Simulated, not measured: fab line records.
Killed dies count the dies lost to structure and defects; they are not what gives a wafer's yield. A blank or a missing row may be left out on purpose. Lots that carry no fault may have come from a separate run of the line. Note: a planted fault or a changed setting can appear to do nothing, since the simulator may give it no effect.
Matching of chambers :: flow gf180mcu :: GF_V4_CMP_26 on cmp-02: 4 sister chambers
The step polishes, stops on SiO2, t overpolish 15 s, target thk 0 nm. 8 wafers are shown with their chamber, then 6 later ones without.

## WAFERS WITH THEIR CHAMBER
wafer: L733.3
chamber: 3
motor current A (A): 10.5
time to endpoint s (s): 87.7

wafer: L733.5
chamber: 1
motor current A (A): 8.3
time to endpoint s (s): 87.3

wafer: L734.4
chamber: 1
motor current A (A): 8.6
time to endpoint s (s): 84.2

wafer: L735.1
chamber: 3
motor current A (A): 9.7
time to endpoint s (s): 85.2

wafer: L735.4
chamber: 0
motor current A (A): 10.9
time to endpoint s (s): 85.4

wafer: L735.6
chamber: 2
motor current A (A): 10.5
time to endpoint s (s): 81.6

wafer: L737.2
chamber: 0
motor current A (A): 11.7
time to endpoint s (s): 82.6

wafer: L737.3
chamber: 2
motor current A (A): 10.1
time to endpoint s (s): 82.8

## WAFERS MISSING THEIR CHAMBER
wafer: L737.4
motor current A (A): 8.1
time to endpoint s (s): 81.4

wafer: L740.4
motor current A (A): 10.1
time to endpoint s (s): 81.0

wafer: L740.6
motor current A (A): 8.3
time to endpoint s (s): 82.7

wafer: L749.2
motor current A (A): 10.8
time to endpoint s (s): 86.6

wafer: L749.3
motor current A (A): 10.2
time to endpoint s (s): 88.4

wafer: L749.6
motor current A (A): 8.7
time to endpoint s (s): 87.4

## WHICH CHAMBER EACH ONE RAN IN
wafer: L737.4
from the rows above: 1
in truth: 1

wafer: L740.4
from the rows above: 2
in truth: 2

wafer: L740.6
from the rows above: 1
in truth: 1

wafer: L749.2
from the rows above: can't be placed: 3 or 0 or 2
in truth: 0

wafer: L749.3
from the rows above: 3
in truth: 3

wafer: L749.6
from the rows above: 1
in truth: 1
5 of 6 placed correctly. These rows do not allow placing 1 (true chamber among the candidates in 1). Wrongly placed: 0.
How it was worked out, from the rows above alone: a wafer's distance from a chamber is the root of the sum, over the readings, of the square of ((its reading less the chamber's mean) divided by the reading's scatter). If the next closest chamber is less than 2 further off than the closest, the wafer can't be placed; otherwise it belongs to the closest. Each chamber's mean is taken over the wafers shown for it. The scatter is the square root of a quotient: the sum, over the shown wafers, of each reading's squared deviation from its chamber's mean, divided by wafers minus chambers.
